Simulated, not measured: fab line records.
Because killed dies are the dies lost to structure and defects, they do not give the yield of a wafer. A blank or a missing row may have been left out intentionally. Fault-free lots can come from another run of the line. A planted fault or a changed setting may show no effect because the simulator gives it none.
8D (eight disciplines) problem report, filled in by code / flow gf180mcu / the parts of the form that need people (team, actions taken, sign-off) are left out

1. WHAT IS WRONG
Wafers free of any fault read 46.14 ohm/sq (standard deviation 0.089) for NSD_RS at GF_PSD_RS_MEAS_14, against a mean of 47.61 ohm/sq on 2 wafers of 2 lots. That puts it +17 standard deviations away from the usual mean.
The step: measures by four-point-probe.
First seen on wafer L774.3, day 19 19:20, on filmMetro-02. The record has a number at this step for 39 wafers belonging to 14 lots. Rule for "out", or "out of limits": more than 4 standard deviations from the usual mean. The rest of the wafers with a number are treated as sound.

2. WHAT IT IS; WHAT IT IS NOT
question=which readings at this step | is=NSD_RS | is not=-
question=which lots | is=L774, L776 | is not=L760, L761, L762, L763, L766, L767, L768, L769, L770, L771, L772, L782
question=which wafers of those lots | is=L774.3, L776.6 | is not=L774.1, L776.5
question=read on which gauges | is=filmMetro-02 | is not=filmMetro-01, filmMetro-04
question=when | is=from day 19 19:20 | is not=up to then (33 sound wafers); but 4 sound wafers of L776, L782 came after

3. THE SUSPECTS, EACH WITH WHAT RULES IT OUT
Counting: a tool at a process step up to the reading stays a suspect if it ran every lot that is out. Sound lots after the first of them don't rule it out here, since some wafers of a struck lot are sound.
- the gauge at GF_PSD_RS_MEAS_14: ruled out. All the wafers that are out were read on filmMetro-02, but those of them that GF_PSD_RTA_13 has rows for are out there too, on other tools.
- rtpAnneal-01 at GF_PSD_RTA_13 (time 20 s): kept. Ran every lot that is out, first one L774 (day 19 19:16); last sound lot up to then L772 (day 19 11:43). On those wafers its own readings are out: runLengthS.
After counting, what remains is rtpAnneal-01 at GF_PSD_RTA_13.

4. THE CAUSE (what the simulator had put in)
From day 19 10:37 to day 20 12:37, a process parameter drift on rtpAnneal-01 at GF_PSD_RTA_13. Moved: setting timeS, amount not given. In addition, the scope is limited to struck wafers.
Counting left only this tool.

5. THE EFFECT CHAIN, in route order
Rows list readings where the struck wafers' mean (over those with a number) sits beyond 3 standard deviations from the usual. Scope: only readings with a usual standard deviation given in the record; hours: median across lots of the time from each lot's start at the first step in this table that gives one to its start at this step; sigmas: change in usual standard deviations.
hours=0; step=GF_PSD_RTA_13; reading=runLengthS; usual=48.9 s; on struck wafers=43.5; change=-5.4; sigmas=-6.7
hours=0; step=GF_PSD_RS_MEAS_14; reading=NSD_RS; usual=46.14 ohm/sq; on struck wafers=47.61; change=+1.47; sigmas=+17
hours=0; step=GF_PSD_RS_MEAS_15; reading=PSD_RS; usual=108.62 ohm/sq; on struck wafers=112.84; change=+4.22; sigmas=+15
Process steps it contains:
- GF_PSD_RTA_13: time 20 s.
Later measuring or inspecting steps at which every struck wafer that the step has a row for has a number for every such reading, and none has moved that far: GF_CONTACT_THK_MEAS_01, GF_V1_THK_MEAS_01.

6. WHAT WOULD HAVE CAUGHT IT SOONER
Counted from the fault's start at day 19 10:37, it took 9 hours until the first out-of-limits reading at a measuring or inspecting step in this record, taken at day 19 19:20.
The tool's own readings at GF_PSD_RTA_13 were out on every struck wafer that the step has a row for (runLengthS): an alarm limit on them would have fired on the first of those.
Lots out: 2; of these, L776 started GF_PSD_RTA_13 on rtpAnneal-01 after day 19 19:20. Holding the tool at that time would have saved it.
